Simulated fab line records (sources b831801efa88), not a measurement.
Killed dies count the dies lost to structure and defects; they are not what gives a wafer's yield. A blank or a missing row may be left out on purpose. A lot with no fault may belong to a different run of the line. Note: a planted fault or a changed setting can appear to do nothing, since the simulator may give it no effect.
Which tool did it?	flow sky130	15 lots with 45 wafers sampled at 6 steps, on a route of 708 steps

== WHAT EACH GAUGE READ, for each wafer ==
SKY_VT_ADJUST_HVTR_OVL_MEAS_08.
lot	measured	on	VT_ADJUST_HVTR_OVL (nm)
L110	day 9 06:47	overlay-01	-1.9 -1.3 -0.8
L111	day 9 07:44	overlay-01	0.7 0.3 0.2
L114	day 10 21:20	overlay-01	-1.6 -1.0 -0.5
L115	day 11 07:47	overlay-01	-0.6 0.2 -1.2
L117	day 11 12:41	overlay-01	-0.3 -0.5 -3.3
L119	day 12 02:50	overlay-01	-2.4 0.4 -1.9
L120	day 12 13:50	overlay-01	0.3 2.0 3.0
L121	day 12 18:17	overlay-02	0.6 0.4 1.4
L125	day 13 18:08	overlay-02	-1.5 -1.1 -1.9
L126	day 14 04:37	overlay-02	-0.8 0.6 -0.6
L128	day 14 17:38	overlay-01	0.8 1.7 -0.1
L129	day 15 09:37	overlay-02	1.3 1.7 1.2
L130	day 16 08:47	overlay-02	2.1 1.7 2.6
L132	day 16 10:01	overlay-02	-1.7 -4.0 -1.3
L133	day 16 14:53	overlay-01	-0.6 -2.2 -2.4

SKY_VT_ADJUST_PCH_OVL_MEAS_07.
lot	measured	on	VT_ADJUST_PCH_OVL (nm)
L110	day 10 04:37	overlay-01	1.0 0.1 1.5
L111	day 10 05:34	overlay-02	0.8 -0.1 -0.1
L114	day 11 20:06	overlay-02	3.3 3.4 3.4
L115	day 12 06:50	overlay-01	0.6 0.3 0.6
L117	day 12 13:01	overlay-01	1.1 0.8 -1.5
L119	day 13 03:55	overlay-01	0.9 1.8 1.3
L120	day 13 14:59	overlay-02	0.5 -0.1 0.3
L121	day 13 20:29	overlay-02	0.3 -0.1 -0.8
L125	day 14 20:28	overlay-01	1.2 0.2 0.2
L126	day 15 07:22	overlay-02	-1.2 0.9 -0.6
L128	day 15 20:47	overlay-01	1.9 2.3 2.2
L129	day 16 13:01	overlay-02	0.0 0.8 0.2
L130	day 17 13:13	overlay-01	-2.3 -0.7 -2.4
L132	day 17 15:04	overlay-02	0.8 2.5 0.0
L133	day 17 19:16	overlay-01	4.3 1.1 4.2

SKY_SONOS_ONO_OVL_MEAS_14.
lot	measured	on	SONOS_ONO_OVL (nm)
L110	day 12 06:47	overlay-02	-1.2 2.2 2.1
L111	day 12 08:14	overlay-02	2.0 1.2 0.6
L114	day 14 02:02	overlay-01	2.4 1.6 2.5
L115	day 14 18:14	overlay-01	2.5 2.7 2.6
L117	day 15 02:39	overlay-01	1.0 1.8 2.4
L119	day 15 13:23	overlay-01	0.7 -1.3 -2.0
L120	day 16 01:08	overlay-01	1.0 -1.0 0.3
L121	day 16 06:26	overlay-01	1.2 -0.7 0.8
L125	day 17 06:53	overlay-01	0.1 -0.7 -0.9
L126	day 17 20:59	overlay-02	-0.3 -0.6 -0.5
L128	day 18 18:47	overlay-02	1.7 1.8 2.8
L129	day 19 05:43	overlay-01	0.1 0.5 1.3
L130	day 20 08:47	overlay-01	2.0 0.6 1.2
L132	day 20 08:41	overlay-02	0.3 -0.2 -0.8
L133	day 20 12:18	overlay-02	0.7 1.8 -1.7

SKY_LDD_N_TW_MEAS_17.
lot	measured	on	LDD_N_TW
L110	day 17 12:16	film-metro-01	2542 2553 2557
L111	day 17 11:58	film-metro-01	2574 2555 2554
L114	day 19 10:57	film-metro-04	2537 2530 2545
L115	day 20 02:59	film-metro-04	2556 2567 2540
L117	day 20 10:40	film-metro-01	2972 2965 2971
L119	day 21 04:27	film-metro-01	2968 2940 2949
L120	day 21 18:10	film-metro-01	2543 2544 2549
L121	day 21 18:22	film-metro-03	3009 3031 3026
L125	day 23 00:34	film-metro-04	2553 2565 2560
L126	day 23 11:33	film-metro-04	2557 2557 2566
L128	day 24 09:28	film-metro-03	2599 2590 2587
L129	day 25 11:00	film-metro-01	2532 2533 2537
L130	day 25 23:06	film-metro-01	2537 2536 2526
L132	day 25 21:12	film-metro-04	2538 2538 2545
L133	day 26 03:34	film-metro-01	2553 2566 2574

== EACH LOT AND THE TOOL THAT RAN IT (in order: tool; ch and the chambers of the sampled wafers; start) ==
lot	SKY_LDD_N_IMPLANT_08	SKY_LDD_N_STRIP_16
L110	implanter-01 ch 0, day 17 10:58	plasma-asher-04 ch 0, day 17 12:09
L111	implanter-02 ch 0, day 17 10:40	plasma-asher-01 ch 0, day 17 11:51
L114	implanter-03 ch 0, day 19 09:39	plasma-asher-02 ch 0,1, day 19 10:51
L115	implanter-01 ch 0, day 20 01:43	plasma-asher-02 ch 0,1, day 20 02:54
L117	implanter-03 ch 0, day 20 09:23	plasma-asher-02 ch 0,1, day 20 10:34
L119	implanter-03 ch 0, day 21 03:09	plasma-asher-04 ch 0,1, day 21 04:21
L120	implanter-02 ch 0, day 21 16:52	plasma-asher-02 ch 0, day 21 18:03
L121	implanter-03 ch 0, day 21 17:06	plasma-asher-04 ch 0,1, day 21 18:17
L125	implanter-02 ch 0, day 22 23:17	plasma-asher-01 ch 1, day 23 00:27
L126	implanter-01 ch 0, day 23 10:15	plasma-asher-02 ch 0,1, day 23 11:27
L128	implanter-02 ch 0, day 24 08:10	plasma-asher-04 ch 0,1, day 24 09:21
L129	implanter-01 ch 0, day 25 09:42	plasma-asher-01 ch 0, day 25 10:54
L130	implanter-02 ch 0, day 25 21:48	plasma-asher-04 ch 0,1, day 25 23:00
L132	implanter-03 ch 0, day 25 19:54	plasma-asher-02 ch 0,1, day 25 21:06
L133	implanter-02 ch 0, day 26 02:16	plasma-asher-01 ch 0,1, day 26 03:27
- SKY_LDD_N_IMPLANT_08
- SKY_LDD_N_STRIP_16: strips in O2/N2.

== WHAT THE TOOLS THEMSELVES READ (means of the sampled wafers that have a number; where no wafer has one, the mark that the record gives instead) ==
SKY_LDD_N_IMPLANT_08.
lot	tool	beam-on-s (s)	dose-ions-cm2	faraday-current-uA	rotation-deg (degrees)
L110	implanter-01	9.85	7.495e+13	430	23.000
L111	implanter-02	9.69	7.500e+13	435	22.991
L114	implanter-03	9.88	7.500e+13	425	23.006
L115	implanter-01	10.19	7.494e+13	417	22.991
L117	implanter-03	78.38	7.109e+14	511	23.001
L119	implanter-03	75.32	7.108e+14	532	22.991
L120	implanter-02	9.90	7.484e+13	427	22.980
L121	implanter-03	76.99	7.110e+14	521	23.016
L125	implanter-02	9.76	7.497e+13	433	23.003
L126	implanter-01	10.02	7.501e+13	422	23.011
L128	implanter-02	10.12	7.498e+13	420	22.991
L129	implanter-01	9.85	7.497e+13	429	22.976
L130	implanter-02	10.12	7.498e+13	417	22.994
L132	implanter-03	9.98	7.512e+13	424	22.992
L133	implanter-02	10.03	7.497e+13	422	23.030

SKY_LDD_N_STRIP_16.
lot	tool	drypump-motor-current-A (A)	oes-product-au (a.u.)	strip-time-to-endpoint-s (s)
L110	plasma-asher-04	6.6	0.408	4.347
L111	plasma-asher-01	5.7	0.408	4.300
L114	plasma-asher-02	5.7	0.410	4.310
L115	plasma-asher-02	5.8	0.405	4.327
L117	plasma-asher-02	5.7	0.402	5.669
L119	plasma-asher-04	5.8	0.402	5.670
L120	plasma-asher-02	5.7	0.409	4.321
L121	plasma-asher-04	6.2	0.400	5.634
L125	plasma-asher-01	5.0	0.411	4.325
L126	plasma-asher-02	5.7	0.405	4.314
L128	plasma-asher-04	5.8	0.413	4.322
L129	plasma-asher-01	5.7	0.407	4.304
L130	plasma-asher-04	5.8	0.408	4.314
L132	plasma-asher-02	5.7	0.410	4.310
L133	plasma-asher-01	5.2	0.400	4.309

== THE ANSWER, worked out from the rows above alone ==
Rule: the usual values come from the lots themselves. Put in order of their means at a reading, lots are off if they are a third of the lots or fewer, leave a main group of 4 or more, and stand apart from it by a gap of 3 or more times the standard deviation of the main group's means; of several such gaps the widest counts. Not used: any main group whose means are identical at the precision the tables above print for the reading. A lot without any number at a reading at which 4 lots or more have one is off too. The other lots that the step has rows for count as sound. First the gauges in route order, then the tools' own readings, where a lot's mean is used as printed above. At the first step where some lot is off, the reading lying furthest off is the one used; lots without a number count as furthest.
Off: L117, L119, L121, at SKY_LDD_N_TW_MEAS_17 (LDD_N_TW). Main group: mean 2553, sd 16.
A tool fits if, at a process step before that reading, it ran every lot that is off, and no sound lot after the first of them. Not tried: the gauges at SKY_LDD_N_TW_MEAS_17; whatever is off there is also off at SKY_LDD_N_IMPLANT_08, on other tools, and gauge error can't account for it. Not one of the candidates tried fits.

== WHAT THE SIMULATOR PUT IN ==
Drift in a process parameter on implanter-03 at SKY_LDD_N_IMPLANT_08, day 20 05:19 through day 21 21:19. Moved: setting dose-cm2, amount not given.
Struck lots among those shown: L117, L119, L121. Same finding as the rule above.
